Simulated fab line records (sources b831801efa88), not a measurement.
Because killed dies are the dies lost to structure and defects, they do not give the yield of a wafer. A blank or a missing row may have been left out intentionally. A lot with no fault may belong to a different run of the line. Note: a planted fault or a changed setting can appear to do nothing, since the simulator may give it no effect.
Which tool was responsible? / flow sky130 / 45 wafers from 15 lots sampled at 4 of the route's 708 steps

## WHAT THE GAUGES SHOWED, per wafer
SKY_NWELL_THK_MEAS_02.
lot=L491; measured=day 2 15:13; on=film-metro-03; NWELL_OXIDATION_THK (nm)=10.03 10.11 9.98
lot=L492; measured=day 2 21:13; on=film-metro-02; NWELL_OXIDATION_THK (nm)=10.12 10.13 10.15
lot=L493; measured=day 3 04:04; on=film-metro-01; NWELL_OXIDATION_THK (nm)=9.89 9.89 10.04
lot=L495; measured=day 3 19:04; on=film-metro-01; NWELL_OXIDATION_THK (nm)=9.93 9.99 9.96
lot=L496; measured=day 3 23:17; on=film-metro-02; NWELL_OXIDATION_THK (nm)=9.69 9.74 9.83
lot=L497; measured=day 4 03:21; on=film-metro-01; NWELL_OXIDATION_THK (nm)=10.11 10.01 9.99
lot=L503; measured=day 5 02:22; on=film-metro-01; NWELL_OXIDATION_THK (nm)=9.92 9.92 9.87
lot=L505; measured=day 5 11:54; on=film-metro-01; NWELL_OXIDATION_THK (nm)=9.98 9.94 9.94
lot=L508; measured=day 6 03:28; on=film-metro-03; NWELL_OXIDATION_THK (nm)=10.24 10.21 10.08
lot=L509; measured=day 6 11:35; on=film-metro-03; NWELL_OXIDATION_THK (nm)=9.83 9.82 9.95
lot=L510; measured=day 6 18:05; on=film-metro-02; NWELL_OXIDATION_THK (nm)=9.80 9.91 9.73
lot=L511; measured=day 7 00:43; on=film-metro-02; NWELL_OXIDATION_THK (nm)=10.08 10.12 10.14
lot=L512; measured=day 7 05:01; on=film-metro-01; NWELL_OXIDATION_THK (nm)=9.72 9.96 9.84
lot=L513; measured=day 7 09:05; on=film-metro-02; NWELL_OXIDATION_THK (nm)=9.85 10.01 10.10
lot=L514; measured=day 7 12:53; on=film-metro-02; NWELL_OXIDATION_THK (nm)=10.52 10.46 10.44

SKY_VT_ADJUST_HVTP_CD_MEAS_07: the cd target is 380 nm.
lot=L491; measured=day 6 01:13; on=cd-sem-02; cd-nm (nm)=379.2 379.4 379.4
lot=L492; measured=day 6 09:44; on=cd-sem-01; cd-nm (nm)=378.3 374.5 377.2
lot=L493; measured=day 6 18:04; on=cd-sem-02; cd-nm (nm)=382.8 385.3 379.9
lot=L495; measured=day 7 11:24; on=cd-sem-01; cd-nm (nm)=378.6 380.6 381.0
lot=L496; measured=day 7 18:29; on=cd-sem-01; cd-nm (nm)=377.9 378.2 378.5
lot=L497; measured=day 7 21:35; on=cd-sem-01; cd-nm (nm)=373.8 373.7 373.6
lot=L503; measured=day 9 00:24; on=cd-sem-02; cd-nm (nm)=383.1 380.3 381.3
lot=L505; measured=day 9 11:05; on=cd-sem-01; cd-nm (nm)=380.0 380.4 380.3
lot=L508; measured=day 10 05:23; on=cd-sem-02; cd-nm (nm)=376.9 379.2 373.7
lot=L509; measured=day 10 16:35; on=cd-sem-02; cd-nm (nm)=377.1 373.8 373.8
lot=L510; measured=day 11 00:43; on=cd-sem-02; cd-nm (nm)=378.9 378.9 379.1
lot=L511; measured=day 11 07:20; on=cd-sem-01; cd-nm (nm)=376.9 378.7 376.9
lot=L512; measured=day 11 15:05; on=cd-sem-01; cd-nm (nm)=380.8 380.6 382.5
lot=L513; measured=day 11 17:29; on=cd-sem-02; cd-nm (nm)=376.5 378.0 378.2
lot=L514; measured=day 12 00:25; on=cd-sem-01; cd-nm (nm)=382.4 382.5 380.7

SKY_VT_ADJUST_NCORE_TW_MEAS_11.
lot=L491; measured=day 8 07:26; on=film-metro-04; VT_ADJUST_NCORE_TW=221.1 220.5 221.0
lot=L492; measured=day 8 18:46; on=film-metro-02; VT_ADJUST_NCORE_TW=221.3 221.3 220.5
lot=L493; measured=day 9 04:53; on=film-metro-02; VT_ADJUST_NCORE_TW=220.5 221.3 221.2
lot=L495; measured=day 10 00:43; on=film-metro-04; VT_ADJUST_NCORE_TW=121.5 118.9 120.4
lot=L496; measured=day 10 09:37; on=film-metro-04; VT_ADJUST_NCORE_TW=118.6 117.7 117.9
lot=L497; measured=day 10 13:53; on=film-metro-04; VT_ADJUST_NCORE_TW=120.4 119.4 118.8
lot=L503; measured=day 11 19:56; on=film-metro-01; VT_ADJUST_NCORE_TW=217.2 218.9 217.4
lot=L505; measured=day 12 08:50; on=film-metro-01; VT_ADJUST_NCORE_TW=219.3 218.9 218.3
lot=L508; measured=day 13 05:02; on=film-metro-02; VT_ADJUST_NCORE_TW=222.7 222.5 222.0
lot=L509; measured=day 13 17:43; on=film-metro-02; VT_ADJUST_NCORE_TW=221.6 222.5 222.2
lot=L510; measured=day 14 00:17; on=film-metro-02; VT_ADJUST_NCORE_TW=219.4 218.9 219.3
lot=L511; measured=day 14 09:23; on=film-metro-01; VT_ADJUST_NCORE_TW=219.4 218.1 219.6
lot=L512; measured=day 14 18:26; on=film-metro-01; VT_ADJUST_NCORE_TW=220.4 219.7 220.7
lot=L513; measured=day 14 20:26; on=film-metro-04; VT_ADJUST_NCORE_TW=221.5 220.7 219.3
lot=L514; measured=day 15 03:24; on=film-metro-04; VT_ADJUST_NCORE_TW=219.7 221.0 222.4

## EACH LOT AND THE TOOL THAT RAN IT (in order: tool; ch and the chambers of the sampled wafers; start)
lot=L491; SKY_VT_ADJUST_NCORE_IMPLANT_09=implanter-03 ch 0, day 8 07:12
lot=L492; SKY_VT_ADJUST_NCORE_IMPLANT_09=implanter-02 ch 0, day 8 18:31
lot=L493; SKY_VT_ADJUST_NCORE_IMPLANT_09=implanter-04 ch 0, day 9 04:38
lot=L495; SKY_VT_ADJUST_NCORE_IMPLANT_09=implanter-04 ch 0, day 10 00:29
lot=L496; SKY_VT_ADJUST_NCORE_IMPLANT_09=implanter-04 ch 0, day 10 09:22
lot=L497; SKY_VT_ADJUST_NCORE_IMPLANT_09=implanter-04 ch 0, day 10 13:38
lot=L503; SKY_VT_ADJUST_NCORE_IMPLANT_09=implanter-02 ch 0, day 11 19:42
lot=L505; SKY_VT_ADJUST_NCORE_IMPLANT_09=implanter-03 ch 0, day 12 08:38
lot=L508; SKY_VT_ADJUST_NCORE_IMPLANT_09=implanter-02 ch 0, day 13 04:47
lot=L509; SKY_VT_ADJUST_NCORE_IMPLANT_09=implanter-04 ch 0, day 13 17:29
lot=L510; SKY_VT_ADJUST_NCORE_IMPLANT_09=implanter-04 ch 0, day 14 00:03
lot=L511; SKY_VT_ADJUST_NCORE_IMPLANT_09=implanter-04 ch 0, day 14 09:09
lot=L512; SKY_VT_ADJUST_NCORE_IMPLANT_09=implanter-02 ch 0, day 14 18:12
lot=L513; SKY_VT_ADJUST_NCORE_IMPLANT_09=implanter-04 ch 0, day 14 20:13
lot=L514; SKY_VT_ADJUST_NCORE_IMPLANT_09=implanter-04 ch 0, day 15 03:09
- SKY_VT_ADJUST_NCORE_IMPLANT_09

## AS READ BY THE TOOLS THEMSELVES (means over the sampled wafers that have a number; for cases with no such wafer, the mark the record gives instead)
SKY_VT_ADJUST_NCORE_IMPLANT_09.
lot=L491 tool=implanter-03 dose-ions-cm2=2.3972e+12 faraday-current-uA=13.65
lot=L492 tool=implanter-02 dose-ions-cm2=2.4004e+12 faraday-current-uA=13.60
lot=L493 tool=implanter-04 dose-ions-cm2=2.4014e+12 faraday-current-uA=13.78
lot=L495 tool=implanter-04 dose-ions-cm2=2.4377e+11 faraday-current-uA=1.33
lot=L496 tool=implanter-04 dose-ions-cm2=2.4073e+11 faraday-current-uA=1.35
lot=L497 tool=implanter-04 dose-ions-cm2=2.3723e+11 faraday-current-uA=1.31
lot=L503 tool=implanter-02 dose-ions-cm2=2.4001e+12 faraday-current-uA=13.43
lot=L505 tool=implanter-03 dose-ions-cm2=2.4013e+12 faraday-current-uA=13.75
lot=L508 tool=implanter-02 dose-ions-cm2=2.3972e+12 faraday-current-uA=13.80
lot=L509 tool=implanter-04 dose-ions-cm2=2.4018e+12 faraday-current-uA=13.63
lot=L510 tool=implanter-04 dose-ions-cm2=2.3957e+12 faraday-current-uA=13.43
lot=L511 tool=implanter-04 dose-ions-cm2=2.3990e+12 faraday-current-uA=13.49
lot=L512 tool=implanter-02 dose-ions-cm2=2.4005e+12 faraday-current-uA=13.63
lot=L513 tool=implanter-04 dose-ions-cm2=2.3994e+12 faraday-current-uA=13.62
lot=L514 tool=implanter-04 dose-ions-cm2=2.3955e+12 faraday-current-uA=13.53

## THE ANSWER, worked out from the rows above alone
Rule: the usual values come from the lots themselves. The widest of any qualifying gaps counts: lots, ordered by their means at a reading, are off when they make up no more than a third of the lots, leave a main group of 4 or more, and stand apart from it by 3 or more times the standard deviation of that group's means. Not used: any main group whose means are identical at the precision the tables above print for the reading. A lot without any number at a reading at which 4 lots or more have one is off too. All remaining lots with rows at the step are treated as sound. Order of review: gauges by route order, followed by the tools' own readings, for which a lot's mean as printed above is used. The first step at which some lot is off is used, and at that step the reading that is off furthest; a lot without a number counts as furthest.
Off: L495, L496, L497, at SKY_VT_ADJUST_NCORE_TW_MEAS_11 (VT_ADJUST_NCORE_TW). The main group: mean 220.3, standard deviation 1.3.
If a tool, at a process step before that reading, ran all the lots that are off and no sound lot after the first of them, it fits. Not tried: the gauges at SKY_VT_ADJUST_NCORE_TW_MEAS_11; whatever is off there is also off at SKY_VT_ADJUST_NCORE_IMPLANT_09, on other tools, and gauge error can't account for it. Of those tried, none fits.

## WHAT THE SIMULATOR HAD INSERTED
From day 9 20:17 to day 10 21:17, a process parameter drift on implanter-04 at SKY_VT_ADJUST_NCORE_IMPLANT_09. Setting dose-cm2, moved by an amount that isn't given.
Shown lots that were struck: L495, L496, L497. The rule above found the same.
